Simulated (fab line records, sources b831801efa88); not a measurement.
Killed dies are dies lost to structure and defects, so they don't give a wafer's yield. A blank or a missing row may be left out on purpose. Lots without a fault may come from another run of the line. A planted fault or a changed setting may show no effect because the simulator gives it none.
fab line records | flow gf180mcu
record lots=5 wafers=23
route steps=602 shown DUAL_GATE@154 HV_LDD@180 NSD@237 SAB@264
start_h: hours from the record's first day to the start of the lot's first wafer shown | wait_h: hours since the lot's step before | " the same as in the row above | L1.1+2: a row that stands for several wafers | - no value, or no start given | * or withheld: withheld | < > ~ a bound
route shown NAME@n: a module of which the file shows steps, and the number in the route of the first | usual: mean/standard deviation of fault-free wafers | same: alike in all rows | chamber/n: place in a boat | sites: the reading at each site | _std_site: their standard deviation | _edge_site: outer sites' mean less inner sites' | radius_mm: how far each site lies from the wafer's centre | mask NAME#n: copy n | behind: the tool/chamber that last shaped the wafer | hold: why the lot was held/for how many hours/how that ended | device: the transistor (n, p or np) that didn't switch | end of line: the same wafers' tests at the end of the route | a step without rows: its recipe alone | killed: dies lost to structure and defects at the first sort, not the wafer's yield | map: a wafer's dies, x killed, . not, _ none there
set.NAME: the setting as run; set.NAME@STEP: as run at that earlier step | model.NAME: the simulator's own value behind a step, which no gauge read
lots whose settings were changed on purpose; a table a step, a row a wafer
## steps
# step GF_DUAL_GATE_STRIP_13
# recipe chemistry=O2/N2 power_w=1400 pressure_mtorr=1500 platen_temp_c=250 o2_flow_sccm=3000 n2_flow_sccm=300 overash_fraction=0.5
# usual oes_product_au=0.716/0.0047 strip_time_to_endpoint_s=12.66/0.047
# columns lot.wafer tool chamber start_h wait_h set.power_w oes_product_au strip_time_to_endpoint_s
L074.1 plasma_asher-02 1 186.85 0.0 1400 0.713 12.64
L074.2 " 0 " " 1400 0.714 12.67
L074.4 " 0 " " 1400 0.721 12.66
L074.5 " 0 " " 1400 0.715 12.65
L074.6 " 1 " " 1400 0.715 12.67
L075.1 plasma_asher-04 0 190.98 0.0 1283 0.678 13.57
L075.3 " 0 " " 1400 0.708 12.73
L075.4 " 1 " " 1283 0.685 13.56
L075.5 " 1 " " 1400 0.716 12.64
L075.6 " 0 " " 1283 0.689 13.48
L082.1 plasma_asher-01 1 241.98 0.0 1263 0.681 13.58
L082.2 " 0 " " 1400 0.718 12.61
L082.3 " 0 " " 1263 0.682 13.71
L082.5 " 1 " " 1400 0.712 12.56
L082.6 " 0 " " 1400 0.711 12.56
L083.2 plasma_asher-04 1 242.01 0.0 1400 0.709 12.78
L083.3 " 0 " " 1400 0.711 12.66
L083.4 " 1 " " 1400 0.712 12.69
L083.5 " 1 " " 1400 0.722 12.78
L083.6 " 0 " " 1400 0.711 12.70
L084.1 plasma_asher-04 1 249.75 0.0 1400 0.717 12.62
L084.2 " 0 " " 1400 0.721 12.60
L084.4 " 1 " " 1400 0.716 12.56
# step GF_HV_LDD_EXPOSE_04
# recipe mask_id=Nplus_LV_AREA target_cd_nm=400 na=0.6 source_shape=conventional sigma_outer=0.6 dose_mj=140
# columns lot.wafer tool chamber start_h wait_h mask set.dose_mj
L074.1+6 iline_stepper-01 0 - - Nplus_LV_AREA#0 140
L074.2+4+5 " 0 " " Nplus_LV_AREA#0 132.7
L075.1+5 iline_stepper-02 0 - - Nplus_LV_AREA#0 140
L075.3+4+6 " 0 " " Nplus_LV_AREA#0 134
L082.1+6 iline_stepper-01 0 - - Nplus_LV_AREA#0 140
L082.2+3+5 " 0 " " Nplus_LV_AREA#0 150.4
L083.2+6 iline_stepper-01 0 - - Nplus_LV_AREA#0 136.8
L083.3+4+5 " 0 " " Nplus_LV_AREA#0 140
L084.1+2+4 iline_stepper-01 0 - - Nplus_LV_AREA#0 140
# step GF_HV_LDD_PEB_05
# recipe temp_c=withheld time_s=* resist=NOVOLAK
# step GF_HV_LDD_DEVELOP_06
# recipe develop_time_s=60 dev_temp_c=23
# step GF_HV_LDD_CD_MEAS_07
# recipe target_cd_nm=400
# usual cd_nm=399.0/2
# columns lot.wafer tool chamber start_h wait_h set.dose_mj@HV_LDD_EXPOSE_04 cd_nm
L074.1 cd_sem-01 - 226.72 0.1 140 397.2
L074.2 " - " " 132.7 384.5
L074.4 " - " " 132.7 383.0
L074.5 " - " " 132.7 386.6
L074.6 " - " " 140 400.1
L075.1 cd_sem-02 - 230.17 0.1 140 396.7
L075.3 " - " " 134 384.2
L075.4 " - " " 134 383.1
L075.5 " - " " 140 396.1
L075.6 " - " " 134 384.3
L082.1 cd_sem-01 - 285.17 0.1 140 400.2
L082.2 " - " " 150.4 417.2
L082.3 " - " " 150.4 418.6
L082.5 " - " " 150.4 418.8
L082.6 " - " " 140 397.7
L083.2 cd_sem-02 - 286.39 0.1 136.8 391.5
L083.3 " - " " 140 399.9
L083.4 " - " " 140 397.9
L083.5 " - " " 140 399.3
L083.6 " - " " 136.8 390.4
L084.1 cd_sem-02 - 292.72 0.1 140 401.2
L084.2 " - " " 140 400.7
L084.4 " - " " 140 401.1
# step GF_HV_LDD_COAT_14
# recipe resist=NOVOLAK spin_rpm=3000 resist_thk_nm=1000
# columns lot.wafer tool chamber start_h wait_h set.resist_thk_nm model.NOVOLAK_of_HV_LDD_COAT_14.thk_nm
L074.1 litho_track-03 0 235.52 0.1 941.9 946.6
L074.2 " 0 " " 941.9 945
L074.4 " 0 " " 1000 1004
L074.5 " 0 " " 941.9 943.3
L074.6 " 0 " " 1000 1003
L075.1 litho_track-02 0 239.37 0.1 942.2 942.1
L075.3 " 0 " " 1000 1002
L075.4 " 0 " " 1000 1000
L075.5 " 0 " " 942.2 941.9
L075.6 " 0 " " 942.2 941.7
L082.1 litho_track-02 0 294.67 0.1 1000 993.9
L082.2 " 0 " " 1000 997.3
L082.3 " 0 " " 958.3 952.8
L082.5 " 0 " " 958.3 956.8
L082.6 " 0 " " 1000 997.2
L083.2 litho_track-04 0 295.94 0.1 1000 1003
L083.3 " 0 " " 1000 1002
L083.4 " 0 " " 943 942.8
L083.5 " 0 " " 943 943.4
L083.6 " 0 " " 1000 999.5
L084.1+2 litho_track-03 0 302.92 0.1 1000 1005
L084.4 " 0 " " 1000 1006
# step GF_HV_LDD_SOFTBAKE_15
# recipe temp_c=90 time_s=60 resist=NOVOLAK
# step GF_HV_LDD_EXPOSE_16
# recipe mask_id=Pplus_LV_AREA target_cd_nm=400 na=0.6 source_shape=conventional sigma_outer=0.6 dose_mj=140
# step GF_HV_LDD_PEB_17
# recipe temp_c=withheld time_s=* resist=NOVOLAK
# step GF_HV_LDD_DEVELOP_18
# recipe develop_time_s=60 dev_temp_c=23
# step GF_HV_LDD_CD_MEAS_19
# recipe target_cd_nm=400
# usual cd_nm=400.8/2.3
# columns lot.wafer tool chamber start_h wait_h set.resist_thk_nm@HV_LDD_COAT_14 cd_nm
L074.1 cd_sem-02 - 245.45 0.2 941.9 406.3
L074.2 " - " " 941.9 405.2
L074.4 " - " " 1000 399.7
L074.5 " - " " 941.9 407.7
L074.6 " - " " 1000 400.4
L075.1 cd_sem-02 - 248.60 0.2 942.2 404.9
L075.3 " - " " 1000 398.9
L075.4 " - " " 1000 397.9
L075.5 " - " " 942.2 404.2
L075.6 " - " " 942.2 404.4
L082.1 cd_sem-01 - 305.41 0.1 1000 399.4
L082.2 " - " " 1000 398.6
L082.3 " - " " 958.3 404.2
L082.5 " - " " 958.3 404.8
L082.6 " - " " 1000 399.6
L083.2 cd_sem-01 - 306.49 0.1 1000 399.5
L083.3 " - " " 1000 399.1
L083.4 " - " " 943 404.4
L083.5 " - " " 943 404.6
L083.6 " - " " 1000 399.4
L084.1 cd_sem-01 - 313.07 0.1 1000 401.9
L084.2 " - " " 1000 400.4
L084.4 " - " " 1000 400.9
# step GF_HV_LDD_STRIP_22
# recipe chemistry=O2/N2 power_w=1400 pressure_mtorr=1500 platen_temp_c=250 o2_flow_sccm=3000 n2_flow_sccm=300 overash_fraction=0.5
# usual oes_product_au=0.715/0.0046 strip_time_to_endpoint_s=12.65/0.033
# columns lot.wafer tool chamber start_h wait_h set.platen_temp_c set.resist_thk_nm@HV_LDD_COAT_14 oes_product_au strip_time_to_endpoint_s
L074.1 plasma_asher-01 1 245.76 0.1 250 941.9 0.715 12.01
L074.2 " 0 " " 253.9 941.9 0.720 11.10
L074.4 " 1 " " 253.9 1000 0.749 11.73
L074.5 " 1 " " 250 941.9 0.721 11.96
L074.6 " 0 " " 250 1000 0.708 12.67
L075.1 plasma_asher-02 1 248.91 0.1 250 942.2 0.717 11.94
L075.3 " 0 " " 250 1000 0.710 12.64
L075.4 " 1 " " 250 1000 0.716 12.63
L075.5 " 1 " " 250 942.2 0.713 11.94
L075.6 " 0 " " 250 942.2 0.711 11.97
L082.1 plasma_asher-03 0 305.72 0.1 250 1000 0.708 12.56
L082.2 " 1 " " 250 1000 0.719 12.59
L082.3 " 1 " " 250 958.3 0.716 12.09
L082.5 " 1 " " 250 958.3 0.727 12.13
L082.6 " 0 " " 250 1000 0.713 12.61
L083.2 plasma_asher-01 1 306.77 0.1 243 1000 0.655 14.51
L083.3 " 1 " " 243 1000 0.659 14.49
L083.4 " 0 " " 250 943 0.717 11.96
L083.5 " 1 " " 243 943 0.657 13.70
L083.6 " 0 " " 250 1000 0.721 12.64
L084.1 plasma_asher-01 1 313.37 0.1 250 1000 0.713 12.68
L084.2 " 0 " " 250 1000 0.720 12.67
L084.4 " 0 " " 250 1000 0.717 12.70
# step GF_HV_LDD_COAT_41
# recipe resist=NOVOLAK spin_rpm=3000 resist_thk_nm=1000
# columns lot.wafer tool chamber start_h wait_h set.resist_thk_nm model.NOVOLAK_of_HV_LDD_COAT_41.thk_nm
L074.1 litho_track-03 0 274.22 0.1 1000 1004
L074.2 " 0 " " 1053 1059
L074.4 " 0 " " 1000 1003
L074.5 " 0 " " 1053 1056
L074.6 " 0 " " 1000 1005
L075.1+4+6 litho_track-03 0 278.22 0.1 1000 1003
L075.3 " 0 " " 1000 1001
L075.5 " 0 " " 1000 1002
L082.1 litho_track-02 0 337.17 0.1 980.4 974
L082.2 " 0 " " 1000 994
L082.3 " 0 " " 980.4 977.9
L082.5 " 0 " " 1000 995.1
L082.6 " 0 " " 1000 991
L083.2 litho_track-02 0 338.14 0.1 1000 997.4
L083.3 " 0 " " 979.7 977.4
L083.4 " 0 " " 1000 996.6
L083.5 " 0 " " 979.7 974.9
L083.6 " 0 " " 1000 997.3
L084.1+4 litho_track-03 0 344.86 0.1 1000 1002
L084.2 " 0 " " 1000 1000
# step GF_HV_LDD_SOFTBAKE_42
# recipe temp_c=90 time_s=60 resist=NOVOLAK
# step GF_HV_LDD_EXPOSE_43
# recipe mask_id=Pplus_HV_AREA target_cd_nm=400 na=0.6 source_shape=conventional sigma_outer=0.6 dose_mj=140
# step GF_HV_LDD_IMPLANT_48
# recipe species=B energy_kev=25 dose_cm2=2.951e+13 tilt_deg=7
# step GF_HV_LDD_STRIP_49
# recipe chemistry=O2/N2 power_w=1400 pressure_mtorr=1500 platen_temp_c=250 o2_flow_sccm=3000 n2_flow_sccm=300 overash_fraction=0.5
# usual strip_time_to_endpoint_s=12.63/0.045
# columns lot.wafer tool chamber start_h wait_h set.resist_thk_nm@HV_LDD_COAT_41 strip_time_to_endpoint_s
L074.1 plasma_asher-03 0 284.92 0.1 1000 12.67
L074.2 " 1 " " 1053 13.22
L074.4 " 0 " " 1000 12.65
L074.5 " 0 " " 1053 13.19
L074.6 " 1 " " 1000 12.68
L075.1 plasma_asher-03 0 288.97 0.1 1000 12.66
L075.3 " 0 " " 1000 12.66
L075.4 " 1 " " 1000 12.65
L075.5 " 0 " " 1000 12.65
L075.6 " 1 " " 1000 12.66
L082.1 plasma_asher-02 1 348.82 0.1 980.4 12.33
L082.2 " 0 " " 1000 12.55
L082.3 " 1 " " 980.4 12.37
L082.5 " 0 " " 1000 12.57
L082.6 " 1 " " 1000 12.52
L083.2 plasma_asher-01 1 349.77 0.1 1000 12.58
L083.3 " 0 " " 979.7 12.37
L083.4 " 1 " " 1000 12.58
L083.5 " 1 " " 979.7 12.33
L083.6 " 0 " " 1000 12.59
L084.1 plasma_asher-01 1 356.22 0.1 1000 12.63
L084.2 " 0 " " 1000 12.64
L084.4 " 0 " " 1000 12.65
# step GF_NSD_COAT_02
# recipe resist=NOVOLAK spin_rpm=3000 resist_thk_nm=1000
# columns lot.wafer tool chamber start_h wait_h set.resist_thk_nm model.NOVOLAK_of_NSD_COAT_02.thk_nm
L074.1 litho_track-02 0 297.37 0.1 1000 997
L074.2 " 0 " " 1000 995.8
L074.4 " 0 " " 1000 997.5
L074.5 " 0 " " 957.7 955.4
L074.6 " 0 " " 957.7 958.5
L075.1 litho_track-02 0 301.17 0.1 1000 1000
L075.3+5 " 0 " " 1000 1001
L075.4 " 0 " " 1000 998.6
L075.6 " 0 " " 1000 994.2
L082.1 litho_track-02 0 362.07 0.1 946.8 945.7
L082.2 " 0 " " 1000 997.5
L082.3 " 0 " " 1000 997.7
L082.5 " 0 " " 946.8 945.6
L082.6 " 0 " " 1000 998.6
L083.2 litho_track-02 0 362.69 0.1 948.9 946.5
L083.3 " 0 " " 948.9 945
L083.4 " 0 " " 1000 994.9
L083.5 " 0 " " 1000 991.6
L083.6 " 0 " " 1000 995.2
L084.1+4 litho_track-01 0 370.13 0.1 1000 1000
L084.2 " 0 " " 1000 999.9
# step GF_NSD_EXPOSE_04
# recipe mask_id=Nplus target_cd_nm=400 na=0.6 source_shape=conventional sigma_outer=0.6 dose_mj=140
# columns lot.wafer tool chamber start_h wait_h mask set.dose_mj
L074.1+6 iline_stepper-01 0 - - Nplus#0 140
L074.2+4+5 " 0 " " Nplus#0 142.7
L075.1+3 iline_stepper-02 0 - - Nplus#0 146.7
L075.4+5+6 " 0 " " Nplus#0 140
L082.1+5+6 iline_stepper-01 0 - - Nplus#0 144.5
L082.2+3 " 0 " " Nplus#0 140
L083.2+3+4+5+6 iline_stepper-01 0 - - Nplus#0 140
L084.1+2+4 iline_stepper-02 0 - - Nplus#0 140
# step GF_NSD_PEB_05
# recipe temp_c=withheld time_s=* resist=NOVOLAK
# step GF_NSD_DEVELOP_06
# recipe develop_time_s=61.4 dev_temp_c=23
# columns lot.wafer tool chamber start_h wait_h set.resist_thk_nm@NSD_COAT_02 set.dose_mj@NSD_EXPOSE_04 model.NSD.cd_nm
L074.1 litho_track-04 0 307.71 0.1 1000 140 399.3
L074.2 " 0 " " 1000 142.7 403
L074.4 " 0 " " 1000 142.7 403.6
L074.5 " 0 " " 957.7 142.7 407.9
L074.6 " 0 " " 957.7 140 402.4
L075.1 litho_track-01 0 311.63 0.1 1000 146.7 409.4
L075.3 " 0 " " 1000 146.7 410.2
L075.4 " 0 " " 1000 140 398.4
L075.5 " 0 " " 1000 140 396
L075.6 " 0 " " 1000 140 397.2
L082.1 litho_track-02 0 373.77 0.1 946.8 144.5 414.2
L082.2 " 0 " " 1000 140 399.3
L082.3 " 0 " " 1000 140 398.7
L082.5 " 0 " " 946.8 144.5 415
L082.6 " 0 " " 1000 144.5 409.6
L083.2 litho_track-04 0 374.38 0.1 948.9 140 412.2
L083.3 " 0 " " 948.9 140 410.8
L083.4 " 0 " " 1000 140 406.1
L083.5 " 0 " " 1000 140 407.5
L083.6 " 0 " " 1000 140 410.2
L084.1 litho_track-02 0 381.27 0.1 1000 140 401.1
L084.2+4 " 0 " " 1000 140 402.1
# step GF_NSD_CD_MEAS_07
# recipe target_cd_nm=400
# usual cd_nm=401/3.1
# columns lot.wafer tool chamber start_h wait_h set.resist_thk_nm@NSD_COAT_02 set.dose_mj@NSD_EXPOSE_04 cd_nm
L074.1 cd_sem-02 - 307.86 0.1 1000 140 400
L074.2 " - " " 1000 142.7 403
L074.4 " - " " 1000 142.7 403
L074.5 " - " " 957.7 142.7 408
L074.6 " - " " 957.7 140 402
L075.1 cd_sem-02 - 311.78 0.1 1000 146.7 410
L075.3 " - " " 1000 146.7 410
L075.4 " - " " 1000 140 398
L075.5 " - " " 1000 140 396
L075.6 " - " " 1000 140 397
L082.1 cd_sem-02 - 373.92 0.1 946.8 144.5 414
L082.2 " - " " 1000 140 399
L082.3 " - " " 1000 140 399
L082.5 " - " " 946.8 144.5 415
L082.6 " - " " 1000 144.5 410
L083.2 cd_sem-02 - 374.53 0.1 948.9 140 412
L083.3 " - " " 948.9 140 411
L083.4 " - " " 1000 140 406
L083.5 " - " " 1000 140 408
L083.6 " - " " 1000 140 410
L084.1 cd_sem-01 - 381.42 0.1 1000 140 401
L084.2 " - " " 1000 140 402
L084.4 " - " " 1000 140 402
# step GF_NSD_IMPLANT_09
# recipe species=As energy_kev=60 dose_cm2=4e+15 tilt_deg=7
# step GF_NSD_IMPLANT_10
# recipe species=P energy_kev=40 dose_cm2=5e+14 tilt_deg=7
# step GF_NSD_STRIP_11
# recipe chemistry=O2/N2 power_w=1400 pressure_mtorr=1500 platen_temp_c=250 o2_flow_sccm=3000 n2_flow_sccm=300 overash_fraction=0.5
# usual strip_time_to_endpoint_s=22.948/0.029
# columns lot.wafer tool chamber start_h wait_h set.resist_thk_nm@NSD_COAT_02 strip_time_to_endpoint_s
L074.1 plasma_asher-01 0 308.32 0.1 1000 22.938
L074.2 " 1 " " 1000 22.887
L074.4 " 0 " " 1000 22.946
L074.5 " 1 " " 957.7 22.436
L074.6 " 0 " " 957.7 22.489
L075.1 plasma_asher-01 0 312.24 0.1 1000 22.970
L075.3 " 0 " " 1000 22.968
L075.4 " 1 " " 1000 22.910
L075.5 " 1 " " 1000 22.948
L075.6 " 0 " " 1000 22.917
L082.1 plasma_asher-04 1 374.37 0.1 946.8 22.359
L082.2 " 0 " " 1000 22.942
L082.3 " 0 " " 1000 22.940
L082.5 " 0 " " 946.8 22.375
L082.6 " 1 " " 1000 22.967
L083.2 plasma_asher-03 0 374.97 0.1 948.9 22.363
L083.3 " 0 " " 948.9 22.364
L083.4 " 1 " " 1000 22.937
L083.5 " 0 " " 1000 22.880
L083.6 " 1 " " 1000 22.936
L084.1 plasma_asher-01 1 381.97 0.2 1000 22.958
L084.2 " 0 " " 1000 22.988
L084.4 " 1 " " 1000 22.978
# step GF_SAB_CVD_00
# recipe material=SiO2 target_thk_nm=50 precursor=TEOS temp_c=400 time_s=4.9302 rf_w=600
# columns lot.wafer tool chamber start_h wait_h set.time_s model.SiO2_of_SAB_CVD_00.thk_nm
L074.1 pecvd-04 2 329.15 0.1 4.9302 48.12
L074.2 " 0 " " 4.9302 49.26
L074.4 " 2 " " 5.664 57.2
L074.5 " 0 " " 5.664 57.12
L074.6 " 1 " " 5.664 58.21
L075.1 pecvd-03 2 333.35 0.1 4.9302 49.55
L075.3 " 1 " " 4.9302 49.34
L075.4 " 2 " " 4.49 45.91
L075.5 " 0 " " 4.9302 49.71
L075.6 " 1 " " 4.49 45.73
L082.1 pecvd-03 2 397.31 0.1 5.66 57.41
L082.2 " 0 " " 5.66 57.17
L082.3 " 1 " " 4.9302 49.97
L082.5 " 0 " " 4.9302 50.69
L082.6 " 2 " " 4.9302 50.95
L083.2 pecvd-01 1 398.52 0.1 4.9302 50
L083.3 " 2 " " 4.9302 49.76
L083.4 " 1 " " 4.9302 49.74
L083.5 " 0 " " 4.9302 50.71
L083.6 " 2 " " 4.9302 51.01
L084.1 pecvd-04 1 405.37 0.1 4.9302 50.29
L084.2 " 2 " " 4.9302 49.93
L084.4 " 2 " " 4.9302 50.38
# step GF_SAB_THK_MEAS_01
# recipe reads=SiO2_of_SAB_CVD_00
# usual SAB_CVD_00_THK=49.8/0.66
# columns lot.wafer tool chamber start_h wait_h set.time_s@SAB_CVD_00 SAB_CVD_00_THK[nm]
L074.1 film_metro-02 - 329.17 0.0 4.9302 48.1
L074.2 " - " " 4.9302 49.2
L074.4 " - " " 5.664 57.2
L074.5 " - " " 5.664 57.2
L074.6 " - " " 5.664 58.2
L075.1 film_metro-03 - 333.37 0.0 4.9302 49.5
L075.3 " - " " 4.9302 49.3
L075.4 " - " " 4.49 46.0
L075.5 " - " " 4.9302 49.7
L075.6 " - " " 4.49 45.8
L082.1 film_metro-04 - 397.33 0.0 5.66 57.4
L082.2 " - " " 5.66 57.2
L082.3 " - " " 4.9302 49.9
L082.5 " - " " 4.9302 50.6
L082.6 " - " " 4.9302 51.0
L083.2 film_metro-04 - 398.55 0.0 4.9302 50.0
L083.3 " - " " 4.9302 49.8
L083.4 " - " " 4.9302 49.7
L083.5 " - " " 4.9302 50.7
L083.6 " - " " 4.9302 51.0
L084.1 film_metro-03 - 405.40 0.0 4.9302 50.3
L084.2 " - " " 4.9302 49.9
L084.4 " - " " 4.9302 50.4
## key
split step=GF_DUAL_GATE_STRIP_13 setting=power_w stated=1400 by=wafer
response step=GF_DUAL_GATE_STRIP_13 reading=oes_product_au change=+0.0033 per=1% r=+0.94
response step=GF_DUAL_GATE_STRIP_13 reading=strip_time_to_endpoint_s change=* per=1% r=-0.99
split step=GF_HV_LDD_EXPOSE_04 setting=dose_mj stated=140 by=wafer
response step=GF_HV_LDD_CD_MEAS_07 reading=cd_nm change=+2.71 per=1% r=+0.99
split step=GF_HV_LDD_COAT_14 setting=resist_thk_nm stated=1000 by=wafer
response step=GF_HV_LDD_COAT_14 reading=model.NOVOLAK_of_HV_LDD_COAT_14.thk_nm change=+10.1 per=1% r=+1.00
response step=GF_HV_LDD_CD_MEAS_19 reading=cd_nm change=-1.06 per=1% r=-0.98
response step=GF_HV_LDD_STRIP_22 reading=strip_time_to_endpoint_s slope=* per=1% together_with=platen_temp_c@HV_LDD_STRIP_22 explained=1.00
split step=GF_HV_LDD_STRIP_22 setting=platen_temp_c stated=250 by=wafer
response step=GF_HV_LDD_STRIP_22 reading=oes_product_au change=+0.0198 per=1% r=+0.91
response step=GF_HV_LDD_STRIP_22 reading=strip_time_to_endpoint_s slope=* per=1% together_with=resist_thk_nm@HV_LDD_COAT_14 explained=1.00
split step=GF_HV_LDD_COAT_41 setting=resist_thk_nm stated=1000 by=wafer
response step=GF_HV_LDD_COAT_41 reading=model.NOVOLAK_of_HV_LDD_COAT_41.thk_nm change=+10.1 per=1% r=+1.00
response step=GF_HV_LDD_STRIP_49 reading=strip_time_to_endpoint_s change=* per=1% r=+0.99
split step=GF_NSD_COAT_02 setting=resist_thk_nm stated=1000 by=wafer
response step=GF_NSD_COAT_02 reading=model.NOVOLAK_of_NSD_COAT_02.thk_nm change=+9.58 per=1% r=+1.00
response step=GF_NSD_STRIP_11 reading=strip_time_to_endpoint_s change=* per=1% r=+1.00
response step=GF_NSD_DEVELOP_06 reading=model.NSD.cd_nm slope=-0.933 per=1% together_with=dose_mj@NSD_EXPOSE_04 explained=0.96
response step=GF_NSD_CD_MEAS_07 reading=cd_nm slope=-0.916 per=1% together_with=dose_mj@NSD_EXPOSE_04 explained=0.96
split step=GF_NSD_EXPOSE_04 setting=dose_mj stated=140 by=wafer
response step=GF_NSD_DEVELOP_06 reading=model.NSD.cd_nm change=+3.06 per=1% r=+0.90
response step=GF_NSD_CD_MEAS_07 reading=cd_nm change=+3.11 per=1% r=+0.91
split step=GF_SAB_CVD_00 setting=time_s stated=4.9302 by=wafer
response step=GF_SAB_CVD_00 reading=model.SiO2_of_SAB_CVD_00.thk_nm change=+0.508 per=1% r=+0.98
response step=GF_SAB_THK_MEAS_01 reading=SAB_CVD_00_THK change=+0.51 per=1% r=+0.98
